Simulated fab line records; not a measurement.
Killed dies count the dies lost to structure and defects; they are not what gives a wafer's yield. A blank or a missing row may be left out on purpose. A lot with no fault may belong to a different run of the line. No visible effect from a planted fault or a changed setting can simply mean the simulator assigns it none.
Problem report, 8D (eight disciplines) form, completed by code | flow sky130 | the parts of the form that need people (team, actions taken, sign-off) are left out

1. WHAT IS WRONG
Across 2 wafers from 2 lots, CAPM_CVD_00_THK at SKY_CAPM_THK_MEAS_01 averages 22.40 nm, while fault-free wafers read 15.57 nm with a standard deviation of 0.24. Measured from the usual mean, that is +28 standard deviations.
First observed at day 38 17:30: wafer L756.3, on film-metro-04. Wafers with a number at this step in the record: 32, from 11 lots. By rule, "out" or "out of limits" means more than 4 standard deviations away from the usual mean. The rest of the wafers with a number are treated as sound.

2. WHAT IT IS, AND WHAT IT ISN'T
question                    | is                | is not
which readings at this step | CAPM_CVD_00_THK   | -
which lots                  | L756, L757        | L747, L748, L759, L761, L762, L764, L766, L767, L768
which wafers of those lots  | L756.3, L757.3    | L756.5, L756.6, L757.5
read on which gauges        | film-metro-04     | film-metro-01, film-metro-02
when                        | from day 38 17:30 | up to then (8 sound wafers); but 22 sound wafers of L757, L759, L761, L762, L764, L766, L767, L768 came after

3. SUSPECTS, AND WHAT RULES EACH OUT
Counting: any tool at a process step up to the reading remains a suspect provided it ran every lot that is out. Sound lots after the first of them don't rule it out here, since some wafers of a struck lot are sound.
- ruled out: the gauge at SKY_CAPM_THK_MEAS_01. All the wafers that are out were read on film-metro-04, but those of them that SKY_METAL3_ETCH_17 has rows for are out there too, on other tools.
- pecvd-02 at SKY_CAPM_CVD_00 (deposits SiO2, target thk 15.5 nm): kept. It processed each lot that is out (first: L756, day 38 17:27); up to then, its last sound lot is L747 (day 35 23:25).
After counting, what remains is pecvd-02 at SKY_CAPM_CVD_00.

4. THE CAUSE (what the simulator had put in)
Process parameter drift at SKY_CAPM_CVD_00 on pecvd-02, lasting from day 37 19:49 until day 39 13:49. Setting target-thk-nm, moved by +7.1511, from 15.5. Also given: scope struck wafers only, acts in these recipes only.
After counting, this tool was the only one left.

5. SEQUENCE OF EFFECTS, ordered by route
Each row: a reading where the mean over the struck wafers with a number is more than 3 standard deviations away from the usual. Readings are gone through only where the record gives a usual standard deviation; hours: the median, over the lots, of the time from a lot's start at the first step in this table giving one to that lot's start at this step; sigmas: the change measured in usual standard deviations.
hours | step                 | reading         | usual      | on struck wafers | change | sigmas
0     | SKY_CAPM_THK_MEAS_01 | CAPM_CVD_00_THK | 15.57 nm   | 22.40            | +6.83  | +28
54    | SKY_METAL3_ETCH_17   | oes-product-au  | 0.756 a.u. | 0.921            | +0.165 | +22
Here are the process steps it includes:
- SKY_METAL3_ETCH_17: etches SiO2 in C4F8/O2/Ar, stops on TiN, time 3.9 s, target depth 15 nm.

6. HOW IT WOULD HAVE BEEN CAUGHT EARLIER
22 hours passed between the start of the fault at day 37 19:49 and the first reading out of limits at a measuring or inspecting step in this record, taken at day 38 17:30.
Of the tool readings at SKY_CAPM_CVD_00 for which the record gives a usual standard deviation, none was out on any struck wafer, so an alarm limit of 4 standard deviations on them would not have fired.
Among the 2 lots that are out, L757 began SKY_CAPM_CVD_00 on pecvd-02 after day 38 17:30. Had the tool been put on hold then, it would have been spared.
